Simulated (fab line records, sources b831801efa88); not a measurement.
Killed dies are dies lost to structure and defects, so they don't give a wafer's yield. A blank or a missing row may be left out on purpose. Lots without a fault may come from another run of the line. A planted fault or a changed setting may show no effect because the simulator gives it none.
fab line records | flow sky130
record lots=12 wafers=36 last_day=50
route steps=708 shown VT_ADJUST_PCH@152 VIA3@589 CAP2M@605 PAD_OPEN@707
lots that met no fault: from a run of the same line without faults
start_h: hours from the record's first day to the start of the lot's first wafer shown | wait_h: hours since the lot's step before | " the same as in the row above | L1.1+2: a row that stands for several wafers | - no value, or no start given | * or withheld: withheld | < > ~ a bound
route shown NAME@n: a module of which the file shows steps, and the number in the route of the first | usual: mean/standard deviation of fault-free wafers | same: alike in all rows | chamber/n: place in a boat | sites: the reading at each site | _std_site: their standard deviation | _edge_site: outer sites' mean less inner sites' | radius_mm: how far each site lies from the wafer's centre | mask NAME#n: copy n | behind: the tool/chamber that last shaped the wafer | hold: why the lot was held/for how many hours/how that ended | device: the transistor (n, p or np) that didn't switch | end of line: the same wafers' tests at the end of the route | a step without rows: its recipe alone | killed: dies lost to structure and defects at the first sort, not the wafer's yield | map: a wafer's dies, x killed, . not, _ none there
set.NAME: the setting as run; set.NAME@STEP: as run at that earlier step | model.NAME: the simulator's own value behind a step, which no gauge read
steps of the route over a sample of lots; a table a step, a row a wafer
services: from which hour (start_h, from the record's first day; less than 0 if before it) a tool's chamber was out of use, for how many hours, and why
## steps
# step SKY_VT_ADJUST_PCH_STRIP_09
# recipe chemistry=O2/N2 power_w=1400 pressure_mtorr=1500 platen_temp_c=withheld o2_flow_sccm=3000 n2_flow_sccm=300 overash_fraction=0.5
# usual drypump_motor_current_A=5.5/0.41 n2_flow_sccm=300.0/0.93 oes_product_au=0.723/0.0043 strip_time_to_endpoint_s=36.90/0.095
# columns lot.wafer tool chamber start_h wait_h drypump_motor_current_A n2_flow_sccm oes_product_au rf_hours_counter_h strip_time_to_endpoint_s
L323.2 plasma_asher-02 0 221.77 0.1 5.7 300.9 0.728 55 36.85
L323.3 " 1 " " 5.4 298.8 0.727 - 36.84
L323.4 " 0 " " 5.7 300.8 0.722 - 36.92
L325.1 plasma_asher-04 1 241.12 0.1 5.0 301.0 0.722 56 36.80
L325.2 " 0 " " 6.2 300.9 0.717 56 36.67
L325.3 " 1 " " 5.0 300.2 0.728 - 36.81
L326.1 plasma_asher-02 0 248.08 0.1 5.7 298.2 0.726 58 36.99
L326.3 " 1 " " 5.4 299.9 0.722 - 36.93
L326.6 " 1 " " 5.4 299.0 0.721 - 36.79
L330.3 plasma_asher-02 0 289.32 0.1 5.7 300.4 0.717 - 36.90
L330.4 " 1 " " 5.4 298.1 0.721 - 36.84
L330.6 " 0 " " 5.7 300.5 0.722 - 36.93
L334.2 plasma_asher-02 1 321.45 0.1 5.4 301.7 0.722 64 36.98
L334.4 " 0 " " 5.7 301.5 0.716 - 36.86
L334.6 " 0 " " 5.7 301.0 0.722 - 37.06
L335.1 plasma_asher-02 1 322.72 0.1 5.4 300.4 0.718 65 36.80
L335.3 " 0 " " 5.7 299.7 0.721 - 36.82
L335.4 " 1 " " 5.4 299.0 0.723 - 36.93
L337.3 plasma_asher-03 0 340.78 0.1 5.0 300.2 0.729 - 36.96
L337.5 " 1 " " 5.4 300.2 0.719 - 36.91
L337.6 " 0 " " 5.0 301.0 0.728 - 37.07
L341.4 plasma_asher-03 1 368.67 0.1 5.4 299.3 0.726 - 36.88
L341.5 " 0 " " 5.0 297.7 0.728 - 36.85
L341.6 " 1 " " 5.4 300.3 0.721 - 36.88
L342.2 plasma_asher-04 0 371.49 0.1 6.3 300.6 0.720 70 36.88
L342.5 " 1 " " 4.9 300.4 0.722 - 36.84
L342.6 " 0 " " 6.3 300.2 0.725 - 36.91
L344.1 plasma_asher-03 0 387.27 0.1 5.0 300.4 0.724 57 37.09
L344.2 " 1 " " 5.4 298.6 0.716 57 36.98
L344.5 " 1 " " 5.3 299.8 0.726 - 36.99
L345.1 plasma_asher-04 0 397.68 0.1 6.2 299.5 0.714 73 36.72
L345.3 " 0 " " 6.2 299.1 0.719 - 36.77
L345.4 " 1 " " 5.0 299.7 0.729 - 36.99
L346.1 plasma_asher-02 0 398.22 0.1 5.7 298.9 0.719 71 36.84
L346.3 " 0 " " 5.7 300.2 0.724 - 36.87
L346.4 " 1 " " 5.4 300.1 0.723 - 36.80
# step SKY_VIA3_STRIP_16
# recipe chemistry=O2/N2 power_w=1400 pressure_mtorr=1500 platen_temp_c=withheld o2_flow_sccm=3000 n2_flow_sccm=300 overash_fraction=0.5
# usual drypump_motor_current_A=5.47/0.21 n2_flow_sccm=299.9/0.98 oes_product_au=0.402/0.0049 strip_time_to_endpoint_s=4.125/0.028
# columns lot.wafer tool chamber start_h wait_h drypump_motor_current_A n2_flow_sccm oes_product_au rf_hours_counter_h strip_time_to_endpoint_s
L323.2 plasma_asher-03 1 920.02 0.0 5.37 299.0 0.392 109 4.160
L323.3 " 0 " " 5.03 301.5 0.409 - 4.142
L323.4 " 1 " " 5.41 298.8 0.398 - 4.132
L325.1 plasma_asher-01 0 940.27 0.0 5.36 299.4 0.407 72 4.129
L325.2 " 1 " " 5.66 299.6 0.396 72 4.097
L325.3 " 1 " " 5.68 299.8 0.404 - 4.093
L326.1 plasma_asher-03 0 945.21 0.0 5.02 301.1 0.402 112 4.094
L326.3 " 1 " " 5.40 301.0 0.410 - 4.120
L326.6 " 0 " " 5.04 299.8 0.399 - 4.115
L330.3 plasma_asher-02 1 985.05 0.1 5.43 299.5 0.409 - 4.140
L330.4 " 0 " " 5.67 299.2 0.397 - 4.110
L330.6 " 1 " " 5.43 300.1 0.408 - 4.142
L334.2 plasma_asher-02 0 1013.76 0.0 5.67 299.6 0.406 66 4.142
L334.4 " 0 " " 5.65 299.4 0.407 - 4.173
L334.6 " 0 " " 5.70 297.5 0.397 - 4.132
L335.1 plasma_asher-01 0 1017.01 0.0 5.39 300.5 0.405 81 4.086
L335.3 " 1 " " 5.70 300.8 0.412 - 4.143
L335.4 " 0 " " 5.39 299.9 0.406 - 4.113
L337.3 plasma_asher-01 0 1027.80 0.1 5.34 300.8 0.397 - 4.153
L337.5 " 1 " " 5.69 298.9 0.404 - 4.133
L337.6 " 0 " " 5.35 300.7 0.407 - 4.155
L341.4 plasma_asher-02 1 1055.19 0.1 5.41 300.7 0.414 - 4.169
L341.5 " 0 " " 5.70 300.0 0.400 - 4.122
L341.6 " 1 " " 5.43 300.5 0.397 - 4.111
L342.2 plasma_asher-01 1 1058.62 0.0 5.66 300.4 0.402 86 4.097
L342.5 " 1 " " 5.66 298.9 0.404 - 4.083
L342.6 " 0 " " 5.38 299.3 0.407 - 4.119
L344.1 plasma_asher-02 0 1064.22 0.0 5.66 299.7 0.408 72 4.084
L344.2 " 1 " " 5.43 299.1 0.400 72 4.086
L344.5 " 1 " " 5.41 299.6 0.403 - 4.101
L345.1 plasma_asher-03 1 1073.70 0.0 5.37 300.9 0.399 1 4.109
L345.3 " 0 " " 5.02 300.3 0.397 - 4.090
L345.4 " 1 " " 5.40 300.1 0.402 - 4.142
L346.1 plasma_asher-01 0 1074.85 0.0 5.34 300.4 0.410 88 4.113
L346.3 " 1 " " 5.69 301.1 0.406 - 4.076
L346.4 " 0 " " 5.37 300.0 0.392 - 4.099
# step SKY_CAP2M_SPUTTER_02
# recipe material=TiN target_thk_nm=200 temp_c=300 power_w=6500 time_s=166.7 chamber_pressure_pa=0.4
# usual throttle_valve_pct=29.6/1.1
# columns lot.wafer tool chamber start_h wait_h throttle_valve_pct
L323.2 pvd_sputter-02 - 921.77 0.0 31.2
L323.3 " - " " 29.6
L323.4 " - " " 32.1
L325.1 pvd_sputter-02 - 941.90 0.1 32.0
L325.2 " - " " 31.4
L325.3 " - " " 29.9
L326.1 pvd_sputter-01 - 946.71 0.1 29.4
L326.3 " - " " 29.2
L326.6 " - " " 29.5
L330.3 pvd_sputter-01 - 986.52 0.0 28.0
L330.4 " - " " 28.6
L330.6 " - " " 28.4
L334.2 pvd_sputter-02 - 1015.30 0.0 29.8
L334.4 " - " " 31.3
L334.6 " - " " 29.8
L335.1 pvd_sputter-03 - 1018.51 0.1 28.7
L335.3 " - " " 29.4
L335.4 " - " " 30.3
L337.3 pvd_sputter-02 - 1029.26 0.0 28.7
L337.5 " - " " 29.7
L337.6 " - " " 31.5
L341.4 pvd_sputter-03 - 1056.65 0.0 30.4
L341.5 " - " " 30.5
L341.6 " - " " 28.7
L342.2 pvd_sputter-01 - 1060.25 0.0 28.2
L342.5 " - " " 28.8
L342.6 " - " " 29.2
L344.1 pvd_sputter-02 - 1065.71 0.1 30.0
L344.2 " - " " 29.0
L344.5 " - " " 31.2
L345.1 pvd_sputter-01 - 1075.33 0.1 28.7
L345.3 " - " " 27.8
L345.4 " - " " 29.0
L346.1 pvd_sputter-02 - 1076.39 0.1 31.6
L346.3 " - " " 31.4
L346.4 " - " " 28.7
# step SKY_PAD_OPEN_BOW_MEAS_13
# recipe mode=bow
# usual PAD_OPEN_BOW=45/8.6
# columns lot.wafer tool chamber start_h wait_h PAD_OPEN_BOW[um]
L323.2 film_metro-02 - 1065.55 - 45
L323.3 " - " " 46
L323.4 " - " " 44
L325.1 film_metro-04 - 1084.53 - 45
L325.2 " - " " 50
L325.3 " - " " 43
L326.1 film_metro-02 - 1086.63 - 54
L326.3 " - " " 44
L326.6 " - " " 56
L330.3 film_metro-03 - 1119.25 - 35
L330.4 " - " " 66
L330.6 " - " " 42
L334.2 film_metro-02 - 1138.47 - 49
L334.4 " - " " 46
L334.6 " - " " 53
L335.1 film_metro-04 - 1140.71 - 45
L335.3 " - " " 51
L335.4 " - " " 53
L337.3 film_metro-04 - 1153.89 - 67
L337.5 " - " " 48
L337.6 " - " " 49
L341.4 film_metro-02 - 1175.87 - 36
L341.5 " - " " 37
L341.6 " - " " 25
L342.2 film_metro-04 - 1185.01 - 60
L342.5 " - " " 47
L342.6 " - " " 56
L344.1 film_metro-04 - 1187.03 - 35
L344.2 " - " " 37
L344.5 " - " " 54
L346.1 film_metro-04 - 1193.91 - 39
L346.3 " - " " 51
L346.4 " - " " 43
L345.1 film_metro-04 - 1194.40 - 45
L345.3 " - " " 39
L345.4 " - " " 41
# step SKY_PAD_OPEN_PROBE_99
# usual killed_at_M0_to_M3=44/6.4 killed_at_M4_up=3.6/2.1 killed_at_contacts=23/5.1 killed_at_front_end=15/4.3 killed_at_other=0.3/0.56 killed_dies=86/9 killed_open=47/6.4 killed_short=39/5.8
# same gross_dies=492 killed_at_back_side=0
# columns lot.wafer tool chamber start_h wait_h killed_at_M0_to_M3 killed_at_M4_up killed_at_contacts killed_at_front_end killed_at_other killed_dies killed_open killed_short
L334.2 prober-01 - 1138.62 0.1 49 3 28 73 0 153 58 40
L334.4 prober-01 - 1138.72 0.2 30 4 17 79 0 130 30 40
L334.6 prober-01 - 1138.82 0.2 31 4 12 75 0 122 36 27
L335.1 prober-02 - 1140.83 0.1 39 7 26 68 0 140 39 46
L335.3 prober-02 - 1140.93 0.2 35 5 21 65 0 126 40 32
L335.4 prober-02 - 1140.98 0.2 41 3 20 76 0 140 42 36
# killed by level:class
L334.2 VT_ADJUST_PCH:unspecified=55 VIA1:geometric_particle:open=13 CONTACT:geometric_particle:open=9 POLY_GATE:geometric_particle:open=7 LI_CONTACT:geometric_particle:open=7 VIA2:geometric_particle:open=7 VIA2:geometric_particle:short=7 METAL1:geometric_particle:short=5
L334.4 VT_ADJUST_PCH:unspecified=60 CONTACT:geometric_particle:open=9 POLY_GATE:geometric_particle:short=8 METAL1:geometric_particle:short=7 POLY_GATE:geometric_particle:open=5 VIA1:geometric_particle:open=5 FIELD_ISO:geometric_particle:short=4 VIA1:geometric_particle:short=4
L334.6 VT_ADJUST_PCH:unspecified=59 VIA1:geometric_particle:open=7 CONTACT:geometric_particle:open=6 VIA3:geometric_particle:open=6 LI_CONTACT:geometric_particle:open=4 METAL2:geometric_particle:short=4 POLY_GATE:geometric_particle:short=3 SPACER:geometric_particle:short=3
L335.1 VT_ADJUST_PCH:unspecified=55 LI_CONTACT:geometric_particle:open=13 VIA3:geometric_particle:open=8 POLY_GATE:geometric_particle:short=6 FIELD_ISO:geometric_particle:short=5 CONTACT:geometric_particle:open=5 CONTACT:geometric_particle:short=5 METAL1:geometric_particle:short=5
L335.3 VT_ADJUST_PCH:unspecified=54 CONTACT:geometric_particle:open=13 VIA1:geometric_particle:short=6 CONTACT:geometric_particle:short=5 POLY_GATE:geometric_particle:open=5 VIA2:geometric_particle:open=5 VIA1:geometric_particle:open=5 VIA3:geometric_particle:short=4
L335.4 VT_ADJUST_PCH:unspecified=62 CONTACT:geometric_particle:open=8 VIA1:geometric_particle:open=8 VIA3:geometric_particle:open=8 METAL2:geometric_particle:short=6 VIA2:geometric_particle:open=5 LI_CONTACT:geometric_particle:short=4 FIELD_ISO:geometric_particle:open=3
## services
# columns tool chamber start_h hours kind
plasma_asher-02 - 229.67 0.4 repair
plasma_asher-02 - 275.73 4.3 pm
plasma_asher-02 - 280.06 2.8 pm
plasma_asher-02 - 344.40 9.3 repair
plasma_asher-02 - 354.22 0.6 repair
pvd_sputter-02 - 381.35 32.5 repair
plasma_asher-02 - 421.25 9.0 pm
plasma_asher-02 - 446.54 0.3 repair
pvd_sputter-02 - 452.61 1.5 repair
plasma_asher-03 - 487.27 28.1 pm
pvd_sputter-02 - 511.58 1.9 repair
pvd_sputter-02 - 558.91 8.4 repair
plasma_asher-02 - 576.68 1.1 repair
pvd_sputter-02 - 597.19 1.9 repair
plasma_asher-03 - 649.88 0.6 repair
plasma_asher-02 - 657.18 1.2 repair
plasma_asher-03 - 660.56 17.7 repair
plasma_asher-03 - 752.90 1.7 repair
plasma_asher-02 - 772.92 1.0 repair
plasma_asher-02 - 811.07 3.2 repair
pvd_sputter-02 - 831.94 8.7 repair
plasma_asher-02 - 947.48 2.5 repair
plasma_asher-02 - 1068.74 48.6 repair
plasma_asher-02 - 1073.56 2.8 repair
## key
first_sign step=SKY_PAD_OPEN_PROBE_99 reading=killed_at_front_end direction=up sigmas=13 usual=15 struck=73
effect step=SKY_PAD_OPEN_PROBE_99 reading=killed_dies direction=up sigmas=5.4 usual=86 struck=135
met_at SKY_VT_ADJUST_PCH_STRIP_09
struck_lots L334,L335
tester_left_out L334,L335
not_acting_at SKY_VIA3_STRIP_16,SKY_CAP2M_SPUTTER_02,SKY_PAD_OPEN_BOW_MEAS_13
onset_between 289.32 321.45
fault kind=chamber_particle_source tool=plasma_asher-02 chamber=- onset_h=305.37 steps=SKY_VT_ADJUST_PCH_STRIP_09 rate_per_visit_cm2=1.0422 end_h=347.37
# tester_left_out: of these lots the tester's yield and bins aren't shown, on N5 and GAA mostly nor the transistor test; their killed dies are dies lost to structure and defects alone, not to doping, threshold or leakage, so they don't give the yield
